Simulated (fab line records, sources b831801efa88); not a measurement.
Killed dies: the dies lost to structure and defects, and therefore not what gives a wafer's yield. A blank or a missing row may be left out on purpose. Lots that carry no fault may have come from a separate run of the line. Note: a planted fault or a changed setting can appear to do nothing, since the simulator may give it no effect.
Chamber matching -- flow sfq line -- cmp-02 running SFQ_TRILAYER_I1_CMP_CMP_046: 4 sister chambers
The step polishes SiO2. 4 wafers are shown with their chamber, then 10 later ones without.

EACH WAFER AND ITS CHAMBER
wafer,chamber,motor current A (A)
L364.6,2,11.4
L369.1,3,9.1
L370.1,0,8.4
L370.4,1,11.9

WAFERS WITHOUT THEIR CHAMBER
wafer,motor current A (A)
L370.6,9.4
L371.1,10.9
L371.2,8.8
L371.4,8.7
L373.4,9.1
L373.1,8.9
L373.5,11.5
L381.2,11.2
L381.5,8.6
L381.6,9.0

WHICH CHAMBER EACH ONE RAN IN
wafer,from the rows above,in truth
L370.6,3,3
L371.1,can't be placed: 2 or 1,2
L371.2,can't be placed: 3 or 0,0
L371.4,can't be placed: 0 or 3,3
L373.4,3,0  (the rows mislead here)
L373.1,can't be placed: 3 or 0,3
L373.5,can't be placed: 2 or 1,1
L381.2,can't be placed: 2 or 1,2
L381.5,can't be placed: 0 or 3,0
L381.6,can't be placed: 3 or 0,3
1 of 10 placed correctly. Unplaceable from these rows: 8, with the true chamber sitting among the candidates in 8. Wrongly placed: 1.
How it was worked out, from the rows above alone: a wafer's distance from a chamber is the root of the sum, over the readings, of the square of ((its reading less the chamber's mean) divided by the reading's scatter). If the next closest chamber is less than 2 further off than the closest, the wafer can't be placed; otherwise it belongs to the closest. A chamber's mean is the mean of its shown wafers. The scatter: root of mean squared gap, hidden wafer to nearest shown wafer, with one shown wafer a chamber.
